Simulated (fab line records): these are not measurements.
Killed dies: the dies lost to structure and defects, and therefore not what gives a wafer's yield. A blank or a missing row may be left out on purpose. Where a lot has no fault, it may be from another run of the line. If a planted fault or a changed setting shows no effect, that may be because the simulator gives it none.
A struck lot beside a sound one ; flow sky130 ; 19 out of 708 route steps
Sound: the wafers L587.1, L587.5, L587.6. The struck wafers were L583.1, L583.3, L583.4. At the end, the cause is stated.
Per side, at each step with rows, come the tool, then ch with its chambers, and then its first start. Under that, the readings that differ: sound wafers ; struck wafers ; difference of the means ; sigmas: that difference in standard deviations of wafers without a fault.
alike: words and numbers the same on both sides, and readings whose means are apart by under 2 such deviations; not compared: readings that were withheld, readings missing a value for some wafer, numbers with overlapping values and no deviation given by the record, and bounds like >300 which may hide the same value.
Wherever a step has rows on one side only, a row that says differs or no value, or a row with sigmas, the two part there. Numbers that don't overlap but have no deviation are shown without sigmas and don't part them. A reading that every wafer of one side lacks parts them only if that side has two wafers or more.

first, 10 steps without rows for these wafers: SKY_METAL2_SPUTTER_00 (material Ti, target thk 15 nm, time 10 s); SKY_METAL2_SPUTTER_01 (material TiN, target thk 20 nm, time 16.7 s); SKY_METAL2_SPUTTER_02 (material AlCu, target thk 250 nm, time 13.3 s); SKY_METAL2_SPUTTER_03 (material Ti, target thk 5 nm, time 3.3 s); SKY_METAL2_SPUTTER_04 (material TiN, target thk 70 nm, time 55.52 s); SKY_METAL2_DEHYDRATE_07 (time 60 s); SKY_METAL2_HMDS_08 (prime time 60 s); SKY_METAL2_COAT_09 (resist thk 60 nm); SKY_METAL2_COAT_10 (resist thk 450 nm); SKY_METAL2_SOFTBAKE_11 (time 90 s).
SKY_METAL2_EXPOSE_12: exposes mask MM2, target cd 140 nm.
  sound on krf-scanner-01 ch 0, day 41 08:50; struck on krf-scanner-02 ch 0, day 40 08:31
reading;sound;struck;difference;sigmas
exposure-dose-mJ-cm2;27.93 27.89 27.91;23.86 23.83 23.82;-4.07;-60
  alike: mask, focus-offset-nm
then, 2 steps without rows for these wafers: SKY_METAL2_PEB_13; SKY_METAL2_DEVELOP_14 (develop time 60 s).
SKY_METAL2_CD_MEAS_15: target cd 140 nm.
  sound: cd-sem-01 at day 41 20:19; struck: cd-sem-01 at day 40 19:47
reading;sound;struck;difference;sigmas
cd-nm (nm);141.1 138.4 140.7;171.4 172.1 171.5;+31.6;+23
SKY_METAL2_DESCUM_17: chemistry O2, time 8 s.
  sound on rie-metal-03 ch 0,1, day 41 20:28; struck on rie-metal-03 ch 0,1, day 40 19:56
reading;sound;struck;difference;sigmas
model.METAL2.cd-nm (nm);140.9 139 140.6;171.7 171.7 171.8;+31.6;
  alike: drypump-motor-current-A, oes-product-au, temp-c
  not compared: rf-hours-counter-h
then, 1 step without rows for these wafers: SKY_METAL2_ETCH_18 (etches BARC in N2/H2, stops on SiO2, time 45.9 s, target depth 60 nm).
SKY_METAL2_METAL_ETCH_19: etches the open film in Cl2/BCl3, stops on SiO2, target depth 360 nm, time 78 s.
  sound on rie-metal-03 ch 0,1, day 41 20:36; struck on rie-metal-03 ch 0,1, day 40 20:02
reading;sound;struck;difference;sigmas
oes-product-au (a.u.);0.843 0.864 0.861;0.842 0.850 0.839;-0.012;-2
model.METAL2.cd-nm (nm);142.3 138.4 141.3;173.2 169.9 171.6;+30.9;
  alike: drypump-motor-current-A, throttle-valve-pct
  not compared: rf-hours-counter-h
then, 1 step without rows for these wafers: SKY_METAL2_STRIP_20 (strips in O2/N2).
-- the record jumps here: 9 days lie between the struck wafers' starts before and after (it left off in module METAL2 and takes up again in module PAD_OPEN, whose first step shown is number 708 of the route) --
SKY_PAD_OPEN_PROBE_99:
  record: rows for the struck wafers here (prober-02, day 50 02:52), none for the sound ones

## WHERE THEY PART
Earliest at SKY_METAL2_EXPOSE_12; latest, in this record, at SKY_PAD_OPEN_PROBE_99.

WHY: what had been put in by the simulator
Process parameters drifting: krf-scanner-02 at SKY_METAL2_EXPOSE_12, beginning at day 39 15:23. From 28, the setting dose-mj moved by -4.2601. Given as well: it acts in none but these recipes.
